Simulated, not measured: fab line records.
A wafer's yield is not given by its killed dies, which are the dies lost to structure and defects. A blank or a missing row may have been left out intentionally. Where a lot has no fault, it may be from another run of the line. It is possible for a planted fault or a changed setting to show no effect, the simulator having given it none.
The tool behind it: which one? ; flow gf180mcu ; 7 lots, 21 wafers sampled, at 2 steps of a route of 602

== WHAT THE GAUGES SHOWED, per wafer ==
GF_PSD_CD_MEAS_07: target cd 400 nm.
lot;measured;on;cd_nm (nm)
L951;day 15 06:51;cd_sem-02;395.3 395.0 396.2
L953;day 15 23:19;cd_sem-01;400.1 396.9 398.3
L956;day 17 00:38;cd_sem-02;399.8 398.9 400.2
L958;day 17 17:38;cd_sem-02;398.9 398.9 397.2
L961;day 18 22:15;cd_sem-02;400.6 402.7 403.2
L963;day 19 07:53;cd_sem-01;400.6 402.2 403.7
L965;day 20 04:26;cd_sem-01;401.0 402.3 401.0

== WHICH TOOL RAN EACH LOT (tool, then ch and the chambers of the sampled wafers, then the start) ==
lot;GF_STI_WET_ETCH_26
L951;wet_bench-03 ch 1, day 2 18:54
L953;wet_bench-02 ch 0, day 3 06:05
L956;wet_bench-03 ch 0, day 3 21:38
L958;wet_bench-02 ch 1, day 4 08:19
L961;wet_bench-03 ch 1, day 4 23:36
L963;wet_bench-03 ch 2, day 5 09:53
L965;wet_bench-02 ch 0, day 5 19:39
- GF_STI_WET_ETCH_26: etches SiO2 in dHF, target depth 94 nm, time 188 s.

== THE ANSWER, worked out from the rows above alone ==
Rule: the usual values come from the lots themselves. The widest of any qualifying gaps counts: lots, ordered by their means at a reading, are off when they make up no more than a third of the lots, leave a main group of 4 or more, and stand apart from it by 3 or more times the standard deviation of that group's means. The tables above print the reading to a certain number of digits; a main group whose means all agree to those digits is not used. Also off: a lot with no number at a reading for which 4 or more lots have one. The other lots that the step has rows for count as sound.
None of the lots is off at any reading shown; this tells nothing.

== WHAT THE SIMULATOR HAD INSERTED ==
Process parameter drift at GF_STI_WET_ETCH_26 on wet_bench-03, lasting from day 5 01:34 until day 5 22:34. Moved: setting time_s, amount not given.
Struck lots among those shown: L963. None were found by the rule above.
